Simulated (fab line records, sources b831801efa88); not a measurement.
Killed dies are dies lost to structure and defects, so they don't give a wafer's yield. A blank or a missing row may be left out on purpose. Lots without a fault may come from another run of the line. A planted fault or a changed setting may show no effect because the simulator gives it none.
fab line records | flow sky130
record lots=24 wafers=72 last_day=50
route steps=708 shown VIA1@470 METAL2@500 METAL3@534 VIA3@586 METAL5@666
lots that met no fault: from a run of the same line without faults
start_h: hours from the record's first day to the start of the lot's first wafer shown | wait_h: hours since the lot's step before | " the same as in the row above | L1.1+2: a row that stands for several wafers | - no value, or no start given | * or withheld: withheld | < > ~ a bound
route shown NAME@n: a module of which the file shows steps, and the number in the route of the first | usual: mean/standard deviation of fault-free wafers | same: alike in all rows | chamber/n: place in a boat | sites: the reading at each site | _std_site: their standard deviation | _edge_site: outer sites' mean less inner sites' | radius_mm: how far each site lies from the wafer's centre | mask NAME#n: copy n | behind: the tool/chamber that last shaped the wafer | hold: why the lot was held/for how many hours/how that ended | device: the transistor (n, p or np) that didn't switch | end of line: the same wafers' tests at the end of the route | a step without rows: its recipe alone | killed: dies lost to structure and defects at the first sort, not the wafer's yield | map: a wafer's dies, x killed, . not, _ none there
set.NAME: the setting as run; set.NAME@STEP: as run at that earlier step | model.NAME: the simulator's own value behind a step, which no gauge read
steps of the route over a sample of lots; a table a step, a row a wafer
services: from which hour (start_h, from the record's first day; less than 0 if before it) a tool's chamber was out of use, for how many hours, and why
## steps
# step SKY_VIA1_CD_MEAS_12
# recipe target_cd_nm=150
# usual cd_nm=150.5/2.2
# columns lot.wafer tool chamber start_h wait_h cd_nm
L074.1 cd_sem-01 - 798.35 - 148.9
L074.3 " - " " 147.5
L074.6 " - " " 148.6
L075.1 cd_sem-02 - 810.90 - 150.3
L075.4 " - " " 149.9
L075.5 " - " " 151.6
L076.1 cd_sem-02 - 819.66 - 152.3
L076.4 " - " " 154.3
L076.6 " - " " 151.6
L077.4 cd_sem-01 - 828.27 - 151.8
L077.5 " - " " 151.3
L077.6 " - " " 151.8
L078.1 cd_sem-01 - 832.04 - 151.6
L078.3 " - " " 151.6
L078.6 " - " " 150.8
L079.1 cd_sem-02 - 846.40 - 151.7
L079.3 " - " " 151.0
L079.5 " - " " 151.9
L080.1 cd_sem-02 - 847.76 - 146.1
L080.2 " - " " 145.7
L080.6 " - " " 145.6
L081.3 cd_sem-02 - 851.50 - 153.1
L081.4 " - " " 151.4
L081.5 " - " " 151.0
L082.1 cd_sem-02 - 859.24 - 151.6
L082.3 " - " " 152.1
L082.6 " - " " 152.0
L083.2 cd_sem-02 - 869.63 - 149.2
L083.3 " - " " 147.6
L083.4 " - " " 148.1
L084.1 cd_sem-01 - 871.96 - 150.0
L084.5 " - " " 150.9
L084.6 " - " " 150.4
L085.1 cd_sem-01 - 880.91 - 152.7
L085.2 " - " " 150.6
L085.3 " - " " 152.5
L087.1 cd_sem-02 - 894.55 - 149.6
L087.3 " - " " 148.2
L087.4 " - " " 149.1
L086.2 cd_sem-02 - 896.31 - 148.2
L086.3 " - " " 147.8
L086.4 " - " " 147.5
L088.4 cd_sem-01 - 896.70 - 154.7
L088.5 " - " " 155.6
L088.6 " - " " 154.5
L089.1 cd_sem-01 - 912.46 - 146.3
L089.2 " - " " 149.1
L089.4 " - " " 147.9
L090.1 cd_sem-01 - 919.20 - 148.2
L090.4 " - " " 148.4
L090.6 " - " " 147.9
L091.2 cd_sem-02 - 922.17 - 152.7
L091.5 " - " " 153.4
L091.6 " - " " 152.2
L092.2 cd_sem-01 - 927.68 - 147.9
L092.3 " - " " 149.0
L092.4 " - " " 148.9
L093.3 cd_sem-01 - 942.09 - 154.1
L093.4 " - " " 154.6
L093.5 " - " " 153.6
L094.1 cd_sem-01 - 943.50 - 152.9
L094.4 " - " " 152.7
L094.5 " - " " 153.2
L095.2 cd_sem-02 - 946.61 - 149.8
L095.3 " - " " 149.6
L095.6 " - " " 149.7
L096.2 cd_sem-02 - 955.76 - 151.3
L096.4 " - " " 152.2
L096.6 " - " " 150.6
L097.4 cd_sem-01 - 964.31 - 151.0
L097.5 " - " " 152.8
L097.6 " - " " 150.8
# step SKY_METAL2_DESCUM_17
# recipe chemistry=O2 source_power_w=150 bias_power_w=0 pressure_mtorr=10 temp_c=40 time_s=8
# usual drypump_motor_current_A=5.5/0.53 oes_product_au=0.990/0.011 rf_fwd_power_W=146.8/0.71
# columns lot.wafer tool chamber start_h wait_h drypump_motor_current_A oes_product_au rf_fwd_power_W rf_hours_counter_h
L074.1 rie_metal-02 1 826.92 0.0 5.9 1.015 145.9 12.6
L074.3 " 1 " " 5.9 1.007 146.0 -
L074.6 " 1 " " 5.9 1.015 145.7 -
L075.1 rie_metal-02 1 838.97 0.0 5.9 1.001 146.2 13.3
L075.4 " 1 " " 6.0 1.006 145.5 -
L075.5 " 0 " " 5.5 0.991 146.9 -
L076.1 rie_metal-01 0 847.69 0.0 4.7 0.992 146.1 9.7
L076.4 " 0 " " 4.7 0.990 146.2 -
L076.6 " 1 " " 5.9 0.976 147.0 -
L077.4 rie_metal-01 1 856.13 0.0 5.9 0.969 147.1 -
L077.5 " 0 " " 4.7 0.984 145.6 -
L077.6 " 1 " " 5.9 0.986 147.3 -
L078.1 rie_metal-01 1 860.22 0.0 5.9 0.975 148.0 11.7
L078.3 " 0 " " 4.7 0.990 146.8 -
L078.6 " 0 " " 4.7 0.993 146.5 -
L079.1 rie_metal-01 0 873.57 0.0 4.7 0.991 146.6 10.6
L079.3 " 0 " " 4.7 1.001 145.9 -
L079.5 " 0 " " 4.7 0.997 146.6 -
L080.1 rie_metal-02 0 875.99 0.0 5.5 0.996 147.6 8.3
L080.2 " 1 " " 5.9 1.002 146.6 14.6
L080.6 " 0 " " 5.5 0.989 147.7 -
L081.3 rie_metal-01 0 878.89 0.0 4.7 0.996 146.5 -
L081.4 " 1 " " 5.9 0.970 147.7 -
L081.5 " 0 " " 4.8 0.985 147.3 -
L082.1 rie_metal-01 0 886.78 0.0 4.7 0.990 146.8 11.2
L082.3 " 0 " " 4.7 0.985 146.4 -
L082.6 " 1 " " 5.9 0.986 147.6 -
L083.2 rie_metal-01 0 897.38 0.0 4.7 0.970 145.9 11.8
L083.3 " 0 " " 4.7 0.984 145.9 -
L083.4 " 1 " " 5.9 0.970 147.5 -
L084.1 rie_metal-02 1 899.28 0.0 5.9 1.004 146.0 15.5
L084.5 " 1 " " 5.9 0.998 146.4 -
L084.6 " 0 " " 5.5 0.982 147.6 -
L085.1 rie_metal-03 1 908.27 0.0 6.2 0.999 146.7 7.9
L085.2 " 0 " " 5.1 0.992 147.1 10.1
L085.3 " 0 " " 5.1 1.003 147.0 -
L087.1 rie_metal-03 1 921.22 0.0 6.2 0.994 146.7 8.8
L087.3 " 0 " " 5.1 0.996 147.1 -
L087.4 " 1 " " 6.2 1.007 146.0 -
L086.2 rie_metal-02 1 923.52 0.0 5.8 0.996 146.8 16.6
L086.3 " 1 " " 5.9 0.994 146.4 -
L086.4 " 0 " " 5.5 0.990 147.0 -
L088.4 rie_metal-01 1 923.89 0.0 5.9 0.983 148.2 -
L088.5 " 1 " " 5.9 0.984 147.6 -
L088.6 " 0 " " 4.8 0.983 146.8 -
L089.1 rie_metal-03 0 938.72 0.0 5.1 0.987 146.6 11.4
L089.2 " 1 " " 6.2 0.992 146.0 9.3
L089.4 " 0 " " 5.1 0.999 146.9 -
L090.1 rie_metal-02 1 945.14 0.0 5.9 1.010 146.3 17.3
L090.4 " 0 " " 5.5 0.983 146.4 -
L090.6 " 1 " " 5.9 0.995 146.4 -
L091.2 rie_metal-01 1 948.17 0.0 5.9 0.978 148.1 15.8
L091.5 " 0 " " 4.7 0.985 145.7 -
L091.6 " 1 " " 5.9 0.968 147.9 -
L092.2 rie_metal-02 0 954.14 0.0 5.5 0.983 147.0 11.3
L092.3 " 1 " " 5.9 1.009 147.2 -
L092.4 " 0 " " 5.5 0.992 147.2 -
L093.3 rie_metal-03 0 967.85 0.0 5.1 0.995 146.7 -
L093.4 " 1 " " 6.2 1.008 146.6 -
L093.5 " 1 " " 6.2 1.013 146.9 -
L094.1 rie_metal-01 0 970.77 0.0 4.7 0.983 146.3 15.5
L094.4 " 1 " " 5.9 0.977 147.3 -
L094.5 " 0 " " 4.7 0.976 145.5 -
L095.2 rie_metal-01 1 973.12 0.0 5.9 0.995 147.4 17.3
L095.3 " 1 " " 5.9 0.983 147.9 -
L095.6 " 1 " " 5.9 0.984 148.0 -
L096.2 rie_metal-03 1 981.47 0.0 6.2 1.009 146.4 12.5
L096.4 " 1 " " 6.2 1.002 146.4 -
L096.6 " 0 " " 5.1 0.998 146.8 -
L097.4 rie_metal-01 0 990.74 0.0 4.7 0.980 146.3 -
L097.5 " 0 " " 4.7 0.984 146.0 -
L097.6 " 1 " " 5.9 0.973 147.9 -
# step SKY_METAL3_SPUTTER_02
# recipe material=AlCu target_thk_nm=735 power_w=10600 time_s=39.1 chamber_pressure_pa=0.4
# usual throttle_valve_pct=30.3/0.91
# columns lot.wafer tool chamber start_h wait_h throttle_valve_pct
L074.1 pvd_sputter-03 - 856.35 0.0 31.1
L074.3 " - " " 29.0
L074.6 " - " " 31.3
L075.1 pvd_sputter-03 - 868.37 0.0 29.6
L075.4 " - " " 29.1
L075.5 " - " " 29.0
L076.1 pvd_sputter-03 - 876.57 0.0 29.0
L076.4 " - " " 31.3
L076.6 " - " " 29.6
L077.4 pvd_sputter-03 - 884.34 0.0 29.9
L077.5 " - " " 29.6
L077.6 " - " " 29.3
L078.1 pvd_sputter-01 - 888.58 0.0 30.3
L078.3 " - " " 31.6
L078.6 " - " " 32.8
L079.1 pvd_sputter-03 - 902.23 0.0 28.8
L079.3 " - " " 31.3
L079.5 " - " " 31.2
L080.1 pvd_sputter-03 - 904.69 0.0 29.1
L080.2 " - " " 31.2
L080.6 " - " " 29.9
L081.3 pvd_sputter-04 - 907.56 0.0 30.0
L081.4 " - " " 29.4
L081.5 " - " " 29.1
L082.1 pvd_sputter-03 - 914.79 0.0 30.0
L082.3 " - " " 31.2
L082.6 " - " " 31.0
L083.2 pvd_sputter-01 - 925.23 0.0 31.2
L083.3 " - " " 30.0
L083.4 " - " " 30.0
L084.1 pvd_sputter-04 - 926.69 0.0 29.9
L084.5 " - " " 29.9
L084.6 " - " " 30.4
L085.1 pvd_sputter-03 - 935.71 0.0 28.9
L085.2 " - " " 29.8
L085.3 " - " " 31.1
L087.1 pvd_sputter-04 - 948.73 0.0 30.5
L087.3 " - " " 30.0
L087.4 " - " " 30.0
L086.2 pvd_sputter-01 - 950.81 0.0 32.6
L086.3 " - " " 30.1
L086.4 " - " " 30.2
L088.4 pvd_sputter-03 - 951.47 0.0 31.2
L088.5 " - " " 29.6
L088.6 " - " " 31.3
L089.1 pvd_sputter-04 - 966.30 0.0 30.3
L089.2 " - " " 30.3
L089.4 " - " " 29.7
L090.1 pvd_sputter-03 - 972.75 0.0 29.2
L090.4 " - " " 31.0
L090.6 " - " " 29.0
L091.2 pvd_sputter-04 - 976.48 0.0 30.0
L091.5 " - " " 30.0
L091.6 " - " " 29.2
L092.2 pvd_sputter-01 - 980.63 0.0 31.6
L092.3 " - " " 30.3
L092.4 " - " " 30.2
L093.3 pvd_sputter-04 - 993.97 0.0 29.3
L093.4 " - " " 30.0
L093.5 " - " " 29.8
L094.1 pvd_sputter-04 - 997.33 0.0 30.1
L094.4 " - " " 29.1
L094.5 " - " " 30.4
L095.2 pvd_sputter-03 - 1000.18 0.0 29.2
L095.3 " - " " 29.7
L095.6 " - " " 31.1
L096.2 pvd_sputter-01 - 1008.12 0.0 30.1
L096.4 " - " " 30.1
L096.6 " - " " 30.1
L097.4 pvd_sputter-01 - 1016.74 0.0 31.7
L097.5 " - " " 31.6
L097.6 " - " " 30.0
# step SKY_METAL3_METAL_ETCH_18
# recipe target_depth_a=8450 stop_on=SiO2 over_etch_frac=0.3 time_s=183.1 chemistry=Cl2/BCl3 resist_sidewall_deg=88 pressure_mtorr=10 icp_w=900 bias_w=48.5 Cl2_flow_sccm=60 bcl3_flow_sccm=30
# usual bcl3_flow_sccm=30.00/0.078 drypump_motor_current_A=5.5/0.51 oes_product_au=0.866/0.0062 rf_fwd_power_W=896.9/2.7 throttle_valve_pct=22.265/0.0089
# columns lot.wafer tool chamber start_h wait_h bcl3_flow_sccm drypump_motor_current_A oes_product_au rf_fwd_power_W rf_hours_counter_h throttle_valve_pct
L074.1 rie_metal-01 1 908.86 0.0 30.00 5.9 0.870 895.8 14 22.285
L074.3 " 1 " " 30.10 5.9 0.867 893.6 - 22.256
L074.6 " 0 " " 30.05 4.7 0.871 895.1 - 22.268
L075.1 rie_metal-03 0 919.74 0.0 30.07 5.1 0.866 895.2 11 22.252
L075.4 " 0 " " 29.97 5.1 0.871 899.9 - 22.266
L075.5 " 0 " " 29.95 5.1 0.871 899.0 - 22.256
L076.1 rie_metal-01 1 927.24 0.0 29.95 5.9 0.870 898.7 15 22.267
L076.4 " 0 " " 29.92 4.7 0.875 898.3 - 22.263
L076.6 " 0 " " 29.91 4.7 0.860 892.4 - 22.260
L077.4 rie_metal-01 0 935.92 0.1 30.00 4.7 0.876 898.1 - 22.266
L077.5 " 0 " " 30.01 4.7 0.865 895.1 - 22.265
L077.6 " 1 " " 29.93 5.9 0.869 899.2 - 22.273
L078.1 rie_metal-03 0 939.39 0.0 29.96 5.1 0.865 896.3 12 22.259
L078.3 " 1 " " 29.93 6.2 0.865 893.1 - 22.271
L078.6 " 0 " " 29.93 5.1 0.859 899.7 - 22.279
L079.1 rie_metal-03 1 952.79 0.0 29.97 6.2 0.874 899.5 10 22.257
L079.3 " 1 " " 30.12 6.2 0.878 896.3 - 22.270
L079.5 " 1 " " 29.97 6.2 0.877 897.9 - 22.254
L080.1 rie_metal-03 0 954.21 0.0 30.06 5.1 0.873 896.7 13 22.249
L080.2 " 1 " " 29.93 6.2 0.875 895.0 10 22.265
L080.6 " 0 " " 29.91 5.1 0.881 894.8 - 22.250
L081.3 rie_metal-03 0 956.45 0.1 30.04 5.1 0.868 900.1 - 22.263
L081.4 " 1 " " 29.87 6.2 0.857 892.3 - 22.257
L081.5 " 1 " " 29.92 6.2 0.852 896.8 - 22.267
L082.1 rie_metal-03 1 965.51 0.0 29.85 6.2 0.863 892.4 11 22.254
L082.3 " 0 " " 29.89 5.1 0.873 895.9 - 22.262
L082.6 " 0 " " 30.00 5.1 0.864 898.7 - 22.251
L083.2 rie_metal-01 0 975.51 0.0 30.07 4.7 0.861 893.4 16 22.259
L083.3 " 1 " " 29.91 5.9 0.868 898.5 - 22.262
L083.4 " 0 " " 29.91 4.7 0.865 894.8 - 22.260
L084.1 rie_metal-04 0 976.37 0.0 30.13 5.6 0.871 895.4 7 22.290
L084.5 " 0 " " 30.08 5.6 0.867 896.1 - 22.273
L084.6 " 1 " " 29.95 5.4 0.860 899.1 - 22.271
L085.1 rie_metal-03 0 985.42 0.0 30.02 5.1 0.863 897.9 15 22.256
L085.2 " 1 " " 30.02 6.1 0.863 901.2 13 22.266
L085.3 " 1 " " 30.11 6.2 0.878 896.4 - 22.275
L087.1 rie_metal-03 0 998.56 0.0 30.06 5.1 0.862 893.7 15 22.261
L087.3 " 1 " " 29.86 6.2 0.878 897.0 - 22.276
L087.4 " 0 " " 29.96 5.1 0.864 895.1 - 22.260
L086.2 rie_metal-01 1 1000.71 0.0 29.98 5.9 0.870 901.7 19 22.269
L086.3 " 1 " " 29.86 5.9 0.872 902.1 - 22.268
L086.4 " 0 " " 29.82 4.7 0.876 893.1 - 22.266
L088.4 rie_metal-04 1 1000.90 0.1 30.06 5.4 0.868 897.8 - 22.269
L088.5 " 0 " " 29.85 5.6 0.863 902.8 - 22.249
L088.6 " 1 " " 29.96 5.4 0.873 894.5 - 22.270
L089.1 rie_metal-03 0 1013.86 0.0 30.06 5.1 0.867 902.5 16 22.270
L089.2 " 1 " " 30.03 6.2 0.871 895.4 14 22.261
L089.4 " 0 " " 29.95 5.1 0.867 898.5 - 22.271
L090.1 rie_metal-04 1 1020.99 0.0 30.09 5.4 0.871 897.1 9 22.265
L090.4 " 1 " " 29.97 5.4 0.871 898.3 - 22.256
L090.6 " 1 " " 30.05 5.4 0.873 897.9 - 22.267
L091.2 rie_metal-04 1 1024.60 0.1 30.03 5.4 0.856 896.1 - 22.253
L091.5 " 1 " " 29.98 5.5 0.857 903.4 - 22.259
L091.6 " 1 " " 30.10 5.4 0.862 895.3 - 22.259
L092.2 rie_metal-01 0 1027.91 0.0 29.91 4.7 0.862 892.8 19 22.261
L092.3 " 0 " " 29.94 4.7 0.860 895.7 - 22.250
L092.4 " 1 " " 29.99 5.9 0.860 901.1 - 22.270
L093.3 rie_metal-01 0 1041.12 0.1 29.91 4.8 0.863 901.0 - 22.270
L093.4 " 1 " " 29.98 5.9 0.868 899.3 - 22.266
L093.5 " 0 " " 30.04 4.7 0.882 901.5 - 22.277
L094.1 rie_metal-03 0 1045.22 0.0 30.07 5.1 0.856 898.0 19 22.279
L094.4 " 1 " " 29.89 6.2 0.860 897.3 - 22.252
L094.5 " 1 " " 30.07 6.2 0.864 895.7 - 22.266
L095.2 rie_metal-04 0 1047.54 0.0 29.96 5.6 0.860 896.2 9 22.265
L095.3 " 0 " " 30.06 5.6 0.865 895.1 - 22.269
L095.6 " 1 " " 30.10 5.4 0.870 899.5 - 22.263
L096.2 rie_metal-04 0 1054.34 0.0 29.85 5.6 0.859 901.0 10 22.270
L096.4 " 0 " " 29.89 5.6 0.860 901.2 - 22.283
L096.6 " 0 " " 29.94 5.6 0.867 899.1 - 22.272
L097.4 rie_metal-01 1 1062.53 0.1 30.09 5.9 0.863 898.4 - 22.265
L097.5 " 0 " " 29.98 4.7 0.864 896.4 - 22.267
L097.6 " 1 " " 29.89 5.9 0.869 895.7 - 22.274
# step SKY_VIA3_OVL_MEAS_13
# usual VIA3_OVL=3/5.5
# columns lot.wafer tool chamber start_h wait_h VIA3_OVL[nm]
L074.1 overlay-01 - 934.98 0.1 7
L074.3 " - " " 14
L074.6 " - " " 5
L075.1 overlay-02 - 945.99 0.1 12
L075.4 " - " " 5
L075.5 " - " " 10
L076.1 overlay-01 - 952.96 0.1 1
L076.4 " - " " 0
L076.6 " - " " 2
L077.4 overlay-01 - 962.21 0.1 5
L077.5 " - " " -5
L077.6 " - " " 12
L078.1 overlay-01 - 965.43 0.1 7
L078.3 " - " " 8
L078.6 " - " " 3
L079.1 overlay-02 - 977.66 0.1 8
L079.3 " - " " 10
L079.5 " - " " 9
L080.1 overlay-01 - 979.51 0.1 4
L080.2 " - " " 2
L080.6 " - " " 6
L081.3 overlay-01 - 982.39 0.1 6
L081.4 " - " " 9
L081.5 " - " " 4
L082.1 overlay-02 - 991.04 0.1 -2
L082.3 " - " " -3
L082.6 " - " " 7
L083.2 overlay-02 - 1001.19 0.1 4
L083.3 " - " " 13
L083.4 " - " " 1
L084.1 overlay-02 - 1001.54 0.1 -1
L084.5 " - " " 1
L084.6 " - " " -5
L085.1 overlay-01 - 1009.86 0.1 10
L085.2 " - " " 11
L085.3 " - " " 9
L087.1 overlay-02 - 1023.44 0.1 10
L087.3 " - " " 13
L087.4 " - " " 11
L086.2 overlay-02 - 1025.24 0.1 8
L086.3 " - " " -5
L086.4 " - " " 7
L088.4 overlay-01 - 1025.56 0.1 9
L088.5 " - " " 15
L088.6 " - " " 6
L089.1 overlay-01 - 1037.68 0.1 0
L089.2 " - " " 2
L089.4 " - " " 4
L090.1 overlay-01 - 1045.11 0.1 5
L090.4 " - " " 3
L090.6 " - " " 5
L091.2 overlay-01 - 1049.00 0.1 -8
L091.5 " - " " -10
L091.6 " - " " -7
L092.2 overlay-02 - 1052.21 0.1 8
L092.3 " - " " 0
L092.4 " - " " 2
L093.3 overlay-02 - 1064.64 0.1 2
L093.4 " - " " -3
L093.5 " - " " -4
L094.1 overlay-01 - 1068.93 0.1 -1
L094.4 " - " " 6
L094.5 " - " " 7
L095.2 overlay-02 - 1071.06 0.1 -3
L095.3 " - " " 9
L095.6 " - " " 6
L096.2 overlay-01 - 1078.04 0.1 0
L096.4 " - " " 5
L096.6 " - " " -1
L097.4 overlay-02 - 1084.90 0.1 2
L097.5 " - " " 2
L097.6 " - " " 6
# step SKY_METAL5_RS_MEAS_05
# recipe thk_meas_gauge=four-point-probe reads=TiN_of_METAL5_SPUTTER_04+Ti_of_METAL5_SPUTTER_03+AlCu_of_METAL5_SPUTTER_02+TiN_of_METAL5_SPUTTER_01+Ti_of_METAL5_SPUTTER_00
# usual METAL5_ALCU_RS=0.0270/0.00035
# columns lot.wafer tool chamber start_h wait_h METAL5_ALCU_RS[ohm/sq]
L074.1 film_metro-03 - 1013.20 0.0 0.0275
L074.3 " - " " 0.0273
L074.6 " - " " 0.0273
L075.1 film_metro-02 - 1023.22 0.0 0.0269
L075.4 " - " " 0.0268
L075.5 " - " " 0.0265
L076.1 film_metro-03 - 1029.00 0.0 0.0273
L076.4 " - " " 0.0272
L076.6 " - " " 0.0266
L077.4 film_metro-03 - 1037.41 0.1 0.0265
L077.5 " - " " 0.0270
L077.6 " - " " 0.0270
L078.1 film_metro-03 - 1039.73 0.0 0.0267
L078.3 " - " " 0.0269
L078.6 " - " " 0.0268
L079.1 film_metro-02 - 1052.77 0.0 0.0268
L079.3 " - " " 0.0262
L079.5 " - " " 0.0266
L080.1 film_metro-03 - 1053.71 0.0 0.0271
L080.2 " - " " 0.0266
L080.6 " - " " 0.0270
L081.3 film_metro-01 - 1057.19 0.1 0.0262
L081.4 " - " " 0.0267
L081.5 " - " " 0.0266
L082.1 film_metro-03 - 1064.75 0.0 0.0269
L082.3 " - " " 0.0274
L082.6 " - " " 0.0267
L083.2 film_metro-02 - 1074.57 0.0 0.0265
L083.3 " - " " 0.0272
L083.4 " - " " 0.0269
L084.1 film_metro-03 - 1075.27 0.0 0.0268
L084.5 " - " " 0.0271
L084.6 " - " " 0.0267
L085.1 film_metro-01 - 1081.70 0.0 0.0275
L085.2 " - " " 0.0265
L085.3 " - " " 0.0272
L087.1 film_metro-02 - 1094.21 0.0 0.0261
L087.3 " - " " 0.0274
L087.4 " - " " 0.0272
L086.2 film_metro-01 - 1097.17 0.0 0.0270
L086.3 " - " " 0.0267
L086.4 " - " " 0.0267
L088.4 film_metro-03 - 1097.77 0.1 0.0266
L088.5 " - " " 0.0268
L088.6 " - " " 0.0267
L089.1 film_metro-01 - 1106.91 0.0 0.0273
L089.2 " - " " 0.0275
L089.4 " - " " 0.0274
L090.1 film_metro-02 - 1114.35 0.0 0.0271
L090.4 " - " " 0.0273
L090.6 " - " " 0.0270
L091.2 film_metro-01 - 1118.04 0.0 0.0274
L091.5 " - " " 0.0272
L091.6 " - " " 0.0275
L092.2 film_metro-02 - 1120.39 0.0 0.0271
L092.3 " - " " 0.0271
L092.4 " - " " 0.0270
L093.3 film_metro-03 - 1131.54 0.1 0.0274
L093.4 " - " " 0.0273
L093.5 " - " " 0.0272
L094.1 film_metro-02 - 1135.71 0.0 0.0275
L094.4 " - " " 0.0274
L094.5 " - " " 0.0274
L095.2 film_metro-03 - 1137.31 0.0 0.0269
L095.3 " - " " 0.0271
L095.6 " - " " 0.0270
L096.2 film_metro-02 - 1145.30 0.0 0.0273
L096.4 " - " " 0.0275
L096.6 " - " " 0.0274
L097.4 film_metro-02 - 1148.98 0.1 0.0262
L097.5 " - " " 0.0269
L097.6 " - " " 0.0262
## services
# columns tool chamber start_h hours kind
rie_metal-04 1 812.39 - clean
pvd_sputter-01 - 820.13 2.4 repair
rie_metal-02 0 821.77 12.5 repair
rie_metal-04 0 879.85 2.6 repair
pvd_sputter-03 2 932.65 - consumable_replace:kit
pvd_sputter-03 2 932.65 18.0 scheduled_down
pvd_sputter-03 2 932.65 18.0 vent_cycle
rie_metal-03 1 946.09 1.0 repair
pvd_sputter-04 - 954.05 1.5 repair
pvd_sputter-03 - 963.17 1.2 repair
pvd_sputter-04 1 964.25 - consumable_replace:kit
pvd_sputter-04 1 964.25 18.0 scheduled_down
pvd_sputter-04 1 964.25 18.0 vent_cycle
rie_metal-04 0 1014.22 18.0 repair
rie_metal-02 1 1020.30 - clean
rie_metal-02 1 1020.30 15.2 scheduled_down
rie_metal-02 1 1020.30 15.2 vent_cycle
rie_metal-03 - 1020.39 1.3 repair
pvd_sputter-01 - 1020.40 4.9 repair
pvd_sputter-03 - 1040.02 1.5 repair
pvd_sputter-03 1 1052.77 - consumable_replace:kit
pvd_sputter-03 1 1052.77 18.0 scheduled_down
pvd_sputter-03 1 1052.77 18.0 vent_cycle
pvd_sputter-01 - 1057.59 1.0 repair
## key
fault none
